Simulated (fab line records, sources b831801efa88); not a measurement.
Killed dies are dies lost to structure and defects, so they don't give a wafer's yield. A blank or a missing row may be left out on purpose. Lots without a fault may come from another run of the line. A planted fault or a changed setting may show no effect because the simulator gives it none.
Which tool did it? | flow gf180mcu | 24 lots, 72 wafers sampled, at 5 steps of a route of 602

WHAT THE GAUGES READ, wafer by wafer
GF_M4_THK_MEAS_06: measures by xrf. Usual: M4_ALCU_THK 448 nm, standard deviation 5.5.
lot  | measured     | on            | M4_ALCU_THK (nm) | flag
L074 | day 22 02:07 | film_metro-02 | 452 443 447      |
L075 | day 22 14:22 | film_metro-02 | 450 446 448      |
L076 | day 23 02:04 | film_metro-04 | 454 452 447      |
L077 | day 23 09:13 | film_metro-02 | 446 439 453      |
L078 | day 23 17:43 | film_metro-02 | 441 451 445      |
L079 | day 24 12:43 | film_metro-04 | 452 453 453      |
L080 | day 25 03:08 | film_metro-03 | 441 439 438      |
L081 | day 25 05:50 | film_metro-04 | 446 447 446      |
L082 | day 25 09:38 | film_metro-04 | 450 452 453      |
L083 | day 25 13:59 | film_metro-02 | 443 444 444      |
L084 | day 26 01:43 | film_metro-02 | 444 442 439      |
L085 | day 26 11:04 | film_metro-03 | 452 450 452      |
L086 | day 26 13:56 | film_metro-03 | 450 448 448      |
L087 | day 27 02:49 | film_metro-02 | 446 446 448      |
L088 | day 27 06:40 | film_metro-04 | 448 449 452      |
L089 | day 27 15:09 | film_metro-02 | 439 444 444      |
L090 | day 27 21:23 | film_metro-04 | 448 454 449      |
L091 | day 28 04:20 | film_metro-03 | 450 454 447      |
L092 | day 28 20:02 | film_metro-04 | 447 442 439      |
L093 | day 28 21:17 | film_metro-02 | 446 445 443      |
L094 | day 28 23:42 | film_metro-04 | 453 453 454      |
L095 | day 29 07:12 | film_metro-02 | 443 443 447      |
L096 | day 29 15:41 | film_metro-04 | 456 461 460      |
L097 | day 29 22:02 | film_metro-04 | 449 446 449      |

GF_V4_OVL_MEAS_15. Usual: V4_OVL 0 nm, standard deviation 5.4.
lot  | measured     | on         | V4_OVL (nm) | flag
L074 | day 24 01:56 | overlay-01 | -4 -9 -9    |
L075 | day 24 13:55 | overlay-02 | -4 -4 2     |
L076 | day 25 00:56 | overlay-02 | -4 -5 3     |
L077 | day 25 07:19 | overlay-02 | -1 1 2      |
L078 | day 25 13:59 | overlay-02 | 1 -1 5      |
L079 | day 26 07:52 | overlay-02 | 1 4 4       |
L080 | day 26 20:59 | overlay-01 | -10 0 -2    |
L081 | day 27 00:02 | overlay-02 | 4 3 5       |
L082 | day 27 03:50 | overlay-01 | 4 3 -2      |
L083 | day 27 08:21 | overlay-01 | 1 -1 4      |
L084 | day 27 19:19 | overlay-02 | 1 1 -4      |
L085 | day 28 04:02 | overlay-02 | 7 6 7       |
L086 | day 28 06:50 | overlay-01 | -10 -11 -2  |
L087 | day 28 19:04 | overlay-01 | 1 2 -2      |
L088 | day 28 23:46 | overlay-02 | 7 -1 3      |
L089 | day 29 07:05 | overlay-02 | -7 -2 -1    |
L090 | day 29 13:35 | overlay-02 | 8 9 13      |
L091 | day 29 19:36 | overlay-01 | -12 -12 -19 |
L092 | day 30 10:41 | overlay-02 | 0 6 8       |
L093 | day 30 12:01 | overlay-02 | 0 3 5       |
L094 | day 30 14:40 | overlay-01 | -4 -14 -4   |
L095 | day 30 20:53 | overlay-02 | 2 1 -2      |
L096 | day 31 06:14 | overlay-01 | 2 5 3       |
L097 | day 31 10:26 | overlay-01 | 3 6 8       |

WHICH TOOL RAN EACH LOT (tool, then ch and the chambers of the sampled wafers, then the start)
lot  | GF_M2_SPUTTER_00             | GF_M2_SPUTTER_03             | GF_V3_ETCH_16
L074 | pvd_sputter-03, day 17 20:16 | pvd_sputter-03, day 17 20:26 | rie_diel-04 ch 0,2,3, day 22 00:22
L075 | pvd_sputter-04, day 18 06:38 | pvd_sputter-04, day 18 06:48 | rie_diel-02 ch 1,2,3, day 22 12:40
L076 | pvd_sputter-04, day 18 19:10 | pvd_sputter-04, day 18 19:20 | rie_diel-02 ch 1,2,3, day 23 00:22
L077 | pvd_sputter-01, day 19 03:01 | pvd_sputter-01, day 19 03:11 | rie_diel-04 ch 1,2,3, day 23 07:31
L078 | pvd_sputter-01, day 19 13:19 | pvd_sputter-01, day 19 13:29 | rie_diel-02 ch 1,2, day 23 16:01
L079 | pvd_sputter-04, day 20 06:34 | pvd_sputter-04, day 20 06:44 | rie_diel-04 ch 1,2, day 24 11:01
L080 | pvd_sputter-01, day 20 16:19 | pvd_sputter-01, day 20 16:29 | rie_diel-04 ch 0,2, day 24 19:49
L081 | pvd_sputter-04, day 21 00:01 | pvd_sputter-04, day 21 00:10 | rie_diel-04 ch 0,3, day 25 02:07
L082 | pvd_sputter-03, day 21 06:46 | pvd_sputter-03, day 21 06:55 | rie_diel-01 ch 0,1, day 25 07:28
L083 | pvd_sputter-01, day 21 13:44 | pvd_sputter-01, day 21 13:54 | rie_diel-01 ch 2,3, day 25 12:16
L084 | pvd_sputter-01, day 21 19:18 | pvd_sputter-01, day 21 19:28 | rie_diel-04 ch 0,1,3, day 26 00:01
L085 | pvd_sputter-01, day 22 12:25 | pvd_sputter-01, day 22 12:34 | rie_diel-04 ch 1,2,3, day 26 09:22
L086 | pvd_sputter-01, day 22 15:16 | pvd_sputter-01, day 22 15:26 | rie_diel-01 ch 0,2,3, day 26 12:13
L087 | pvd_sputter-01, day 23 02:08 | pvd_sputter-01, day 23 02:17 | rie_diel-02 ch 1,2,3, day 27 00:46
L088 | pvd_sputter-04, day 23 10:44 | pvd_sputter-04, day 23 10:53 | rie_diel-04 ch 1,2, day 27 04:49
L089 | pvd_sputter-01, day 23 19:14 | pvd_sputter-01, day 23 19:23 | rie_diel-04 ch 0,1,3, day 27 13:25
L090 | pvd_sputter-04, day 23 22:49 | pvd_sputter-04, day 23 22:58 | rie_diel-02 ch 0,2,3, day 27 19:28
L091 | pvd_sputter-01, day 24 10:40 | pvd_sputter-01, day 24 10:50 | rie_diel-01 ch 0,1,2, day 28 02:37
L092 | pvd_sputter-01, day 25 04:17 | pvd_sputter-01, day 25 04:26 | rie_diel-04 ch 0,1,3, day 28 18:19
L093 | pvd_sputter-01, day 25 06:23 | pvd_sputter-01, day 25 06:33 | rie_diel-02 ch 1,2,3, day 28 19:28
L094 | pvd_sputter-04, day 25 07:17 | pvd_sputter-04, day 25 07:27 | rie_diel-04 ch 0,1,3, day 28 21:56
L095 | pvd_sputter-04, day 25 17:20 | pvd_sputter-04, day 25 17:29 | rie_diel-04 ch 0,1,3, day 29 05:28
L096 | pvd_sputter-01, day 26 02:56 | pvd_sputter-01, day 26 03:05 | rie_diel-01 ch 0,3, day 29 13:58
L097 | pvd_sputter-01, day 26 07:34 | pvd_sputter-01, day 26 07:44 | rie_diel-02 ch 1,2, day 29 20:19
- GF_M2_SPUTTER_00: material Ti, target thk 37.5 nm, time 150 s.
- GF_M2_SPUTTER_03: material Ti, target thk 10 nm, time 6.7 s.
- GF_V3_ETCH_16: etches BARC in N2/H2.

WHAT THE TOOLS THEMSELVES READ (means of the sampled wafers that have a number; where no wafer has one, the mark that the record gives instead)
GF_M2_SPUTTER_00. Usual: throttle_valve_pct 30.1 %, standard deviation 0.77.
lot  | tool           | throttle_valve_pct (%) | flag
L074 | pvd_sputter-03 | 29.8                   |
L075 | pvd_sputter-04 | 29.7                   |
L076 | pvd_sputter-04 | 31.2                   |
L077 | pvd_sputter-01 | 29.7                   |
L078 | pvd_sputter-01 | 29.6                   |
L079 | pvd_sputter-04 | 31.0                   |
L080 | pvd_sputter-01 | 29.8                   |
L081 | pvd_sputter-04 | 30.9                   |
L082 | pvd_sputter-03 | 29.5                   |
L083 | pvd_sputter-01 | 29.9                   |
L084 | pvd_sputter-01 | 30.0                   |
L085 | pvd_sputter-01 | 29.6                   |
L086 | pvd_sputter-01 | 30.1                   |
L087 | pvd_sputter-01 | 30.1                   |
L088 | pvd_sputter-04 | 30.8                   |
L089 | pvd_sputter-01 | 29.9                   |
L090 | pvd_sputter-04 | 30.5                   |
L091 | pvd_sputter-01 | 29.8                   |
L092 | pvd_sputter-01 | 30.1                   |
L093 | pvd_sputter-01 | 29.9                   |
L094 | pvd_sputter-04 | 31.0                   |
L095 | pvd_sputter-04 | 30.6                   |
L096 | pvd_sputter-01 | 30.2                   |
L097 | pvd_sputter-01 | 29.7                   |

GF_M2_SPUTTER_03. Usual: throttle_valve_pct 30.1 %, standard deviation 0.79.
lot  | tool           | throttle_valve_pct (%) | flag
L074 | pvd_sputter-03 | 29.9                   |
L075 | pvd_sputter-04 | 30.0                   |
L076 | pvd_sputter-04 | 31.3                   |
L077 | pvd_sputter-01 | 29.7                   |
L078 | pvd_sputter-01 | 29.5                   |
L079 | pvd_sputter-04 | 31.0                   |
L080 | pvd_sputter-01 | 29.9                   |
L081 | pvd_sputter-04 | 30.7                   |
L082 | pvd_sputter-03 | 29.3                   |
L083 | pvd_sputter-01 | 29.9                   |
L084 | pvd_sputter-01 | 30.1                   |
L085 | pvd_sputter-01 | 29.6                   |
L086 | pvd_sputter-01 | 30.2                   |
L087 | pvd_sputter-01 | 30.1                   |
L088 | pvd_sputter-04 | 30.7                   |
L089 | pvd_sputter-01 | 29.8                   |
L090 | pvd_sputter-04 | 30.3                   |
L091 | pvd_sputter-01 | 29.8                   |
L092 | pvd_sputter-01 | 30.0                   |
L093 | pvd_sputter-01 | 29.8                   |
L094 | pvd_sputter-04 | 30.8                   |
L095 | pvd_sputter-04 | 30.7                   |
L096 | pvd_sputter-01 | 30.3                   |
L097 | pvd_sputter-01 | 29.8                   |

GF_V3_ETCH_16. Usual: drypump_motor_current_A 5.8 A, standard deviation 0.36; oes_product_au 0.854 a.u., standard deviation 0.0048; throttle_valve_pct 13.225 %, standard deviation 0.0089.
lot  | tool        | drypump_motor_current_A (A) | oes_product_au (a.u.) | throttle_valve_pct (%) | flag
L074 | rie_diel-04 | 5.7                         | 0.852                 | 13.226                 |
L075 | rie_diel-02 | 5.9                         | 0.856                 | 13.235                 |
L076 | rie_diel-02 | 5.9                         | 0.857                 | 13.223                 |
L077 | rie_diel-04 | 5.8                         | 0.855                 | 13.212                 |
L078 | rie_diel-02 | 5.9                         | 0.859                 | 13.230                 |
L079 | rie_diel-04 | 5.9                         | 0.849                 | 13.226                 |
L080 | rie_diel-04 | 5.9                         | 0.856                 | 13.223                 |
L081 | rie_diel-04 | 5.5                         | 0.858                 | 13.227                 |
L082 | rie_diel-01 | 6.2                         | 0.856                 | 13.218                 |
L083 | rie_diel-01 | 5.5                         | 0.853                 | 13.221                 |
L084 | rie_diel-04 | 5.6                         | 0.852                 | 13.230                 |
L085 | rie_diel-04 | 5.8                         | 0.854                 | 13.231                 |
L086 | rie_diel-01 | 5.8                         | 0.851                 | 13.219                 |
L087 | rie_diel-02 | 5.9                         | 0.854                 | 13.220                 |
L088 | rie_diel-04 | 5.9                         | 0.853                 | 13.237                 |
L089 | rie_diel-04 | 5.6                         | 0.854                 | 13.222                 |
L090 | rie_diel-02 | 5.6                         | 0.855                 | 13.225                 |
L091 | rie_diel-01 | 6.1                         | 0.856                 | 13.228                 |
L092 | rie_diel-04 | 5.6                         | 0.853                 | 13.221                 |
L093 | rie_diel-02 | 5.9                         | 0.854                 | 13.226                 |
L094 | rie_diel-04 | 5.6                         | 0.858                 | 13.225                 |
L095 | rie_diel-04 | 5.6                         | 0.856                 | 13.225                 |
L096 | rie_diel-01 | 5.6                         | 0.853                 | 13.227                 |
L097 | rie_diel-02 | 5.9                         | 0.859                 | 13.226                 |

THE ANSWER, worked out from the rows above alone
Rule: a lot is off if the mean of its wafers that have a number lies more than 3 standard deviations from the usual mean. A lot without any number at a reading at which 4 lots or more have one is off too. The other lots that the step has rows for count as sound. The gauges are gone through in route order, then the tools' own readings, and for those a lot's mean is taken as printed above. The first step at which some lot is off is used, and at that step the reading that is off furthest; a lot without a number counts as furthest.
No lot is off at any reading shown: from this, nothing can be told.

WHAT THE SIMULATOR HAD PUT IN
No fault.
